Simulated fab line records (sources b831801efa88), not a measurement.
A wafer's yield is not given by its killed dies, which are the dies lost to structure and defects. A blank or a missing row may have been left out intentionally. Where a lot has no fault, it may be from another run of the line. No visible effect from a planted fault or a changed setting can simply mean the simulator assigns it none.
fab line records + flow sfq_line + part 2 of 2: steps 29 to 37 of 37
record
- lots=5
- wafers=15
- last_day=72
route steps=325 shown I5@234 C5@240 M6@251 I6@266
lots that met no fault: taken from a fault-free run of the same line
start_h: hours from the record's first day to the start of the lot's first wafer shown + wait_h: how many hours have passed since the lot's step before this one + " identical to the entry in the row above + L1.1+2: one row covering several wafers at once + - value missing, or start not given + * or withheld: withheld + < > ~ a bound
route shown NAME@n: a module of which the file shows steps, and the number in the route of the first + usual: average and standard deviation across the fault-free wafers + same: alike in all rows + chamber/n: place in a boat + sites: each site's reading + _std_site: the values' standard deviation + _edge_site: the outer-site mean with the inner-site mean subtracted + radius_mm: for every site, how far away it sits from the centre of the wafer + mask NAME#n: copy n + behind: tool/chamber where the wafer was last shaped + hold: the reason the lot was held/the length of the hold in hours/how it ended + device: the transistor (n, p or np) that didn't switch + end of line: at the end of the route, the tests of the same wafers + a step given without rows: its recipe and nothing more + killed: not the wafer's yield, but the dies lost to structure and defects at the first sort + map: dies across one wafer; x = killed, . = not, _ = none there
set.NAME: the run value of the setting; set.NAME@STEP: its run value at that earlier step + model.NAME: the simulator's own value behind a step, which no gauge read
lots at selected steps of the route; one table per step, one row per wafer
services: when a tool's chamber went out of use (start_h, in hours from the record's first day, below 0 if earlier), for how many hours, and the reason
## steps
# step SFQ_TRILAYER_M6_ETCH_METAL_ETCH_162
# recipe
- target=Nb
- stop_on=SiO2
- mask_material=PR
- chemistry=Cl2/Ar
- target_depth_nm=240
- icp_w=600
- bias_w=80
- pressure_mtorr=10
- time_s=120
# usual
- chamber_pressure_mTorr=9.999/0.0098
- drypump_motor_current_A=5.85/0.19
- oes_product_au=0.892/0.0075
| lot.wafer | tool         | chamber | start_h | wait_h | chamber_pressure_mTorr | drypump_motor_current_A | oes_product_au | rf_hours_counter_h |
|-----------|--------------|---------|---------|--------|------------------------|-------------------------|----------------|--------------------|
| L074.1    | rie_metal-02 | 1       | 1254.76 | 0.1    | 9.990                  | 6.23                    | 0.894          | 163                |
| L074.2    | "            | 0       | "       | "      | 9.987                  | 5.59                    | 0.899          | 19                 |
| L074.6    | "            | 1       | "       | "      | 10.004                 | 6.26                    | 0.896          | -                  |
| L076.4    | rie_metal-03 | 1       | 1275.55 | 0.1    | 9.986                  | 5.95                    | 0.893          | -                  |
| L076.5    | "            | 1       | "       | "      | 10.011                 | 5.96                    | 0.889          | -                  |
| L076.6    | "            | 0       | "       | "      | 10.004                 | 5.86                    | 0.877          | -                  |
| L079.1    | rie_metal-02 | 1       | 1313.03 | 0.0    | 9.999                  | 6.25                    | 0.886          | 2                  |
| L079.3    | "            | 0       | "       | "      | 9.990                  | 5.61                    | 0.899          | -                  |
| L079.6    | "            | 1       | "       | "      | 9.998                  | 6.23                    | 0.892          | -                  |
| L086.4    | rie_metal-02 | 0       | 1431.34 | 0.1    | 10.013                 | 5.62                    | 0.887          | -                  |
| L086.5    | "            | 0       | "       | "      | 9.998                  | 5.61                    | 0.888          | -                  |
| L086.6    | "            | 1       | "       | "      | 9.997                  | 6.22                    | 0.891          | -                  |
| L087.1    | rie_metal-01 | 0       | 1432.50 | 0.0    | 10.013                 | 5.73                    | 0.879          | 86                 |
| L087.3    | "            | 1       | "       | "      | 9.995                  | 5.84                    | 0.896          | -                  |
| L087.5    | "            | 0       | "       | "      | 10.004                 | 5.75                    | 0.893          | -                  |
# step SFQ_TRILAYER_M6_STRIP_STRIP_163
# recipe
- gas=O2
- power_w=200
- platen_temp_c=40
- overash_fraction=0.65
- chemistry=O2
- pressure_mtorr=50
# usual
- chamber_pressure_mTorr=50.00/0.044
- drypump_motor_current_A=5.85/0.19
- oes_product_au=0.995/0.0084
| lot.wafer | tool         | chamber | start_h | wait_h | chamber_pressure_mTorr | drypump_motor_current_A | oes_product_au | rf_hours_counter_h |
|-----------|--------------|---------|---------|--------|------------------------|-------------------------|----------------|--------------------|
| L074.1    | rie_metal-02 | 1       | 1254.92 | 0.1    | 49.95                  | 6.20                    | 1.003          | 163                |
| L074.2    | "            | 0       | "       | "      | 50.12                  | 5.62                    | 0.999          | 19                 |
| L074.6    | "            | 1       | "       | "      | 49.96                  | 6.28                    | 0.998          | -                  |
| L076.4    | rie_metal-03 | 1       | 1275.83 | 0.2    | 49.98                  | 5.97                    | 1.004          | -                  |
| L076.5    | "            | 1       | "       | "      | 50.05                  | 5.94                    | 1.001          | -                  |
| L076.6    | "            | 0       | "       | "      | 50.05                  | 5.88                    | 0.994          | -                  |
| L079.1    | rie_metal-02 | 1       | 1313.15 | 0.1    | 49.95                  | 6.22                    | 1.004          | 2                  |
| L079.3    | "            | 0       | "       | "      | 49.94                  | 5.63                    | 0.993          | -                  |
| L079.6    | "            | 1       | "       | "      | 50.00                  | 6.22                    | 1.000          | -                  |
| L086.4    | rie_metal-02 | 0       | 1431.63 | 0.2    | 50.02                  | 5.64                    | 0.990          | -                  |
| L086.5    | "            | 0       | "       | "      | 49.99                  | 5.64                    | 0.988          | -                  |
| L086.6    | "            | 1       | "       | "      | 49.97                  | 6.25                    | 0.992          | -                  |
| L087.1    | rie_metal-01 | 0       | 1432.63 | 0.1    | 49.98                  | 5.76                    | 0.991          | 86                 |
| L087.3    | "            | 1       | "       | "      | 49.94                  | 5.84                    | 0.998          | -                  |
| L087.5    | "            | 0       | "       | "      | 49.93                  | 5.76                    | 0.980          | -                  |
# step SFQ_TRILAYER_M6_STRIP_SOLV_CLEAN_164
# recipe
- chemistry=NMP
- temp_c=70
- time_s=600
| lot.wafer  | tool         | chamber | start_h | wait_h |
|------------|--------------|---------|---------|--------|
| L074.1+2+6 | wet_bench-01 | 3,1,0   | 1255.72 | 0.5    |
| L076.4+5+6 | wet_bench-04 | 2,3,4   | 1276.23 | 0.2    |
| L079.1+3+6 | wet_bench-04 | 4,3,1   | 1313.75 | 0.4    |
| L086.4+5+6 | wet_bench-04 | 2,4,3   | 1432.03 | 0.2    |
| L087.1+3+5 | wet_bench-01 | 0,1,7   | 1433.23 | 0.4    |
# step SFQ_TRILAYER_I6_DEP_PECVD_165
# recipe
- material=SiO2
- temp_c=150
- time_s=111.11
- pressure_torr=2.4
- rf_w=183.3
- precursor=SiH4/N2O
- target_thk_nm=500
# usual
- heater_power_w=93/18
- throttle_valve_pct=25.3/1.4
| lot.wafer | tool     | chamber | start_h | wait_h | heater_power_w | throttle_valve_pct |
|-----------|----------|---------|---------|--------|----------------|--------------------|
| L074.1    | pecvd-02 | 0       | 1255.90 | 0.0    | 99             | 26.1               |
| L074.2    | "        | 1       | "       | "      | 78             | 25.2               |
| L074.6    | "        | 0       | "       | "      | 103            | 26.0               |
| L076.4    | pecvd-02 | 2       | 1276.45 | 0.0    | 108            | 24.7               |
| L076.5    | "        | 0       | "       | "      | 97             | 26.2               |
| L076.6    | "        | 1       | "       | "      | 84             | 25.4               |
| L079.1    | pecvd-03 | 0       | 1313.93 | 0.0    | 87             | 23.8               |
| L079.3    | "        | 1       | "       | "      | 74             | 26.9               |
| L079.6    | "        | 1       | "       | "      | 78             | 26.6               |
| L086.4    | pecvd-04 | 1       | 1432.24 | 0.0    | 83             | 23.8               |
| L086.5    | "        | 2       | "       | "      | 67             | 22.2               |
| L086.6    | "        | 0       | "       | "      | 80             | 23.2               |
| L087.1    | pecvd-03 | 1       | 1433.40 | 0.0    | 78             | 26.5               |
| L087.3    | "        | 0       | "       | "      | 83             | 23.8               |
| L087.5    | "        | 2       | "       | "      | 85             | 25.0               |
# step SFQ_TRILAYER_I6_CMP_CMP_166
# recipe
- material=SiO2
- down_force_psi=3
- platen_rpm=60
- pad_velocity_m_s=0.94248
# usual
- head_pressure_psi=3.000/0.0059
- motor_current_A=10.5/0.89
- slurry_flow_ml_min=150.0/0.45
- time_to_endpoint_s=219/7.8
| lot.wafer | tool   | chamber | start_h | wait_h | head_pressure_psi | motor_current_A | slurry_flow_ml_min | time_to_endpoint_s |
|-----------|--------|---------|---------|--------|-------------------|-----------------|--------------------|--------------------|
| L074.2    | cmp-01 | 2       | 1258.02 | 2.1    | 3.004             | 9.5             | 150.8              | 225                |
| L074.1    | "      | 0       | 1259.02 | 3.1    | 2.999             | 10.3            | 150.1              | 218                |
| L074.6    | "      | 2       | 1260.02 | 4.0    | 2.996             | 9.2             | 150.5              | 230                |
| L076.4    | cmp-01 | 0       | 1277.49 | 1.0    | 3.005             | 11.3            | 149.5              | 226                |
| L076.5    | "      | 2       | 1278.49 | 2.0    | 2.985             | 8.9             | 150.1              | 227                |
| L076.6    | "      | 3       | "       | "      | 2.998             | 13.1            | 148.8              | 235                |
| L079.3    | cmp-02 | 0       | 1316.05 | 2.1    | 3.009             | 11.4            | 149.8              | 225                |
| L079.1    | "      | 1       | "       | "      | 3.008             | 10.8            | 150.7              | 218                |
| L079.6    | "      | 2       | "       | "      | 3.001             | 10.5            | 149.6              | 231                |
| L086.4    | cmp-01 | 3       | 1435.68 | 3.4    | 3.005             | 12.9            | 150.1              | 220                |
| L086.5    | "      | 3       | 1437.68 | 5.4    | 3.004             | 12.6            | 149.9              | 224                |
| L086.6    | "      | 0       | "       | "      | 2.998             | 11.5            | 149.9              | 215                |
| L087.3    | cmp-02 | 0       | 1439.09 | 5.6    | 3.000             | 10.9            | 150.3              | 219                |
| L087.1    | "      | 1       | "       | "      | 2.995             | 11.2            | 150.2              | 210                |
| L087.5    | "      | 3       | 1440.59 | 7.1    | 3.007             | 9.5             | 149.6              | 222                |
# step SFQ_I6_BOW_MEAS_941
# recipe
- mode=bow
# usual
- I6_BOW=9/9.8
| lot.wafer | tool          | chamber | start_h | wait_h | I6_BOW[um] |
|-----------|---------------|---------|---------|--------|------------|
| L074.1    | film_metro-04 | -       | 1260.52 | 1.0    | 15         |
| L074.2    | "             | -       | "       | "      | 17         |
| L074.6    | "             | -       | "       | "      | 15         |
| L076.4    | film_metro-01 | -       | 1279.55 | 1.6    | 8          |
| L076.5    | "             | -       | "       | "      | 11         |
| L076.6    | "             | -       | "       | "      | 1          |
| L079.1    | film_metro-04 | -       | 1318.05 | 1.0    | 16         |
| L079.3    | "             | -       | "       | "      | 20         |
| L079.6    | "             | -       | "       | "      | 11         |
| L086.4    | film_metro-04 | -       | 1438.74 | 2.6    | 6          |
| L086.5    | "             | -       | "       | "      | 5          |
| L086.6    | "             | -       | "       | "      | 2          |
| L087.1    | film_metro-01 | -       | 1441.09 | 1.0    | 25         |
| L087.3    | "             | -       | "       | "      | 23         |
| L087.5    | "             | -       | "       | "      | 8          |
# step SFQ_TRILAYER_I6_METRO_MEASURE_167
# usual
- thk_nm=200.7/1.1
| lot.wafer | tool          | chamber | start_h | wait_h | thk_nm |
|-----------|---------------|---------|---------|--------|--------|
| L074.1    | film_metro-04 | -       | 1260.64 | 0.1    | 202.0  |
| L074.2    | "             | -       | "       | "      | 202.6  |
| L074.6    | "             | -       | "       | "      | 201.3  |
| L076.4    | film_metro-01 | -       | 1280.21 | 0.6    | 202.3  |
| L076.5    | "             | -       | "       | "      | 200.7  |
| L076.6    | "             | -       | "       | "      | 201.5  |
| L079.1    | film_metro-04 | -       | 1318.17 | 0.1    | 199.5  |
| L079.3    | "             | -       | "       | "      | 199.1  |
| L079.6    | "             | -       | "       | "      | 200.8  |
| L086.4    | film_metro-04 | -       | 1439.40 | 0.6    | 200.4  |
| L086.5    | "             | -       | "       | "      | 199.1  |
| L086.6    | "             | -       | "       | "      | 199.1  |
| L087.1    | film_metro-01 | -       | 1441.21 | 0.1    | 200.4  |
| L087.3    | "             | -       | "       | "      | 199.1  |
| L087.5    | "             | -       | "       | "      | 199.8  |
# step SFQ_TRILAYER_I6_VIA_LITHO_COAT_174
# recipe
- resist=BARC
- spin_rpm=3000
- resist_thk_nm=62
| lot.wafer  | tool           | chamber | start_h | wait_h |
|------------|----------------|---------|---------|--------|
| L074.1+2+6 | litho_track-02 | 0       | 1261.84 | 1.0    |
| L076.4+5+6 | litho_track-02 | 0       | 1280.96 | 0.6    |
| L079.1+3+6 | litho_track-03 | 0       | 1319.37 | 1.0    |
| L086.4+5+6 | litho_track-03 | 0       | 1440.15 | 0.6    |
| L087.1+3+5 | litho_track-01 | 0       | 1442.41 | 1.0    |
# step SFQ_TRILAYER_I6_VIA_LITHO_COAT_169
# recipe
- resist=KrF
- spin_rpm=3000
- resist_thk_nm=650
| lot.wafer  | tool           | chamber | start_h | wait_h |
|------------|----------------|---------|---------|--------|
| L074.1+2+6 | litho_track-02 | 0       | 1262.14 | 0.2    |
| L076.4+5+6 | litho_track-02 | 0       | 1281.26 | 0.2    |
| L079.1+3+6 | litho_track-03 | 0       | 1319.67 | 0.2    |
| L086.4+5+6 | litho_track-03 | 0       | 1440.45 | 0.2    |
| L087.1+3+5 | litho_track-01 | 0       | 1442.71 | 0.2    |
## services
| tool           | chamber | start_h | hours | kind   |
|----------------|---------|---------|-------|--------|
| krf_scanner-02 | -       | 1140.46 | 3.9   | repair |
| rie_metal-02   | -       | 1210.28 | 2.8   | pm     |
| rie_diel-04    | -       | 1211.96 | 0.7   | repair |
| rie_diel-04    | 2       | 1213.16 | 17.4  | repair |
| rie_diel-04    | 3       | 1214.37 | 4.0   | repair |
| rie_diel-04    | 0       | 1226.44 | 3.1   | repair |
| krf_scanner-02 | -       | 1237.34 | 1.0   | pm     |
| rie_diel-04    | 2       | 1246.18 | 4.0   | repair |
| krf_scanner-02 | -       | 1248.39 | 3.6   | pm     |
| krf_scanner-02 | -       | 1254.34 | 0.8   | pm     |
| krf_scanner-02 | -       | 1274.96 | 1.3   | pm     |
| rie_diel-04    | 1       | 1281.37 | 2.3   | repair |
| rie_diel-04    | -       | 1288.21 | 28.1  | pm     |
| rie_diel-04    | 2       | 1321.15 | 9.3   | repair |
| rie_diel-04    | 1       | 1325.63 | 9.0   | repair |
| krf_scanner-02 | -       | 1337.83 | 72.0  | pm     |
| wet_bench-04   | -       | 1349.34 | 12.2  | repair |
| rie_diel-04    | 2       | 1365.51 | 2.5   | repair |
| rie_diel-04    | 3       | 1384.00 | 4.3   | repair |
| krf_scanner-02 | -       | 1409.83 | 1.0   | pm     |
| rie_diel-04    | -       | 1426.57 | 2.8   | pm     |
| rie_metal-02   | 1       | 1434.59 | 2.9   | repair |
| rie_diel-04    | 1       | 1440.80 | 9.6   | repair |
| rie_diel-04    | 2       | 1441.82 | 3.4   | repair |
